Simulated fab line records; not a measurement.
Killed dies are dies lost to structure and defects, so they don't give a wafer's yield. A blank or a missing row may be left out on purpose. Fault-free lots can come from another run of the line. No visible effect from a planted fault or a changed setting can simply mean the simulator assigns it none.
Struck lot and sound lot, side by side + flow gf180mcu + 23 out of 602 route steps
Sound: these wafers, L828.1, L828.5, L828.6. The struck wafers were L823.1, L823.3, L823.6. The cause is given at the end.
Per side, at each step with rows, come the tool, then ch with its chambers, and then its first start. Under that, the readings that differ: sound wafers + struck wafers + difference of the means + sigmas: that difference in standard deviations of wafers without a fault.
alike: a reading whose means differ by less than 2 such deviations, as well as words and numbers matching on both sides. not compared: withheld readings; readings where some wafer has no value; bounds like >300 that might hide an equal value; numbers whose values overlap and for which the record gives no deviation.
A row with sigmas, a row that says differs or no value, or rows on one side alone: a step with any of these is where the two part. Numbers that don't overlap but have no deviation are shown without sigmas and don't part them. A reading missing from all wafers of one side parts the sides only when that side holds two or more wafers.

first, 5 steps without rows for these wafers: GF_MVSD_COAT_02 (resist thk 3000 nm); GF_MVSD_SOFTBAKE_03; GF_MVSD_EXPOSE_04 (exposes mask MVSD, target cd 1000 nm); GF_MVSD_PEB_05; GF_MVSD_DEVELOP_06 (develop time 60 s).
GF_MVSD_OVL_MEAS_07:
  sound on overlay-02 at day 8 04:17; struck on overlay-02 at day 7 02:40
  alike: MVSD_OVL
then, 2 steps without rows for these wafers: GF_MVSD_IMPLANT_08; GF_MVSD_IMPLANT_09.
GF_MVSD_STRIP_10: strips in O2/N2.
  sound on plasmaAsher-02 ch 0,1, day 8 04:37; struck on plasmaAsher-04 ch 0,1, day 7 03:00
  alike: drypumpMotorCurrentA, heaterPowerW, oesProductAu, stripTimeToEndpointS
  not compared: rfHoursCounterH
GF_MVSD_TW_MEAS_11:
  sound on filmMetro-03 at day 8 04:43; struck on filmMetro-01 at day 7 03:06
| reading | sound          | struck         | difference | sigmas |
|---------|----------------|----------------|------------|--------|
| MVSD_TW | 1608 1610 1615 | 1545 1549 1535 | -68        | -3     |
then, 2 steps without rows for these wafers: GF_MVPSD_DEHYDRATE_00 (time 60 s); GF_MVPSD_HMDS_01 (prime time 60 s).
GF_MVPSD_COAT_02: resist thk 3000 nm.
  sound on lithoTrack-03 ch 0, day 8 12:56; struck on lithoTrack-04 ch 0, day 7 10:20
| reading                                | sound          | struck         | difference | sigmas |
|----------------------------------------|----------------|----------------|------------|--------|
| model.coat_of_MVPSD_COAT_02.thkNm (nm) | 3001 3012 3003 | 2825 2834 2832 | -175       |        |
then, 3 steps without rows for these wafers: GF_MVPSD_SOFTBAKE_03; GF_MVPSD_EXPOSE_04 (exposes mask MVPSD, target cd 1000 nm); GF_MVPSD_PEB_05.
GF_MVPSD_DEVELOP_06: develop time 60 s.
  sound: lithoTrack-02 ch 0; struck: lithoTrack-02 ch 0
| reading                                | sound          | struck         | difference | sigmas |
|----------------------------------------|----------------|----------------|------------|--------|
| model.coat_of_MVPSD_COAT_02.thkNm (nm) | 3000 3011 3002 | 2824 2833 2831 | -175       |        |
GF_MVPSD_OVL_MEAS_07:
  sound on overlay-02 at day 8 21:16; struck on overlay-02 at day 7 19:07
  alike: MVPSD_OVL
then, 2 steps without rows for these wafers: GF_MVPSD_IMPLANT_08; GF_MVPSD_IMPLANT_09.
GF_MVPSD_STRIP_10: strips in O2/N2.
  sound on plasmaAsher-03 ch 0,1, day 8 21:36; struck on plasmaAsher-03 ch 0,1, day 7 19:27
| reading                  | sound             | struck            | difference | sigmas |
|--------------------------|-------------------|-------------------|------------|--------|
| stripTimeToEndpointS (s) | 36.96 37.09 36.98 | 34.95 35.07 35.04 | -1.99      | -18    |
  alike: drypumpMotorCurrentA, heaterPowerW, oesProductAu
  not compared: rfHoursCounterH
GF_MVPSD_TW_MEAS_11:
  sound on filmMetro-04 at day 8 21:42; struck on filmMetro-01 at day 7 19:33
  alike: MVPSD_TW
following that, these wafers have no rows for 1 step: GF_PASSIVATION_PROBE_99.

## WHERE THEY PART
First at GF_MVSD_TW_MEAS_11; last, within this record, at GF_MVPSD_STRIP_10. Later steps at which nothing parts them and some readings are alike: GF_MVPSD_TW_MEAS_11.

WHY: what the simulator had put in
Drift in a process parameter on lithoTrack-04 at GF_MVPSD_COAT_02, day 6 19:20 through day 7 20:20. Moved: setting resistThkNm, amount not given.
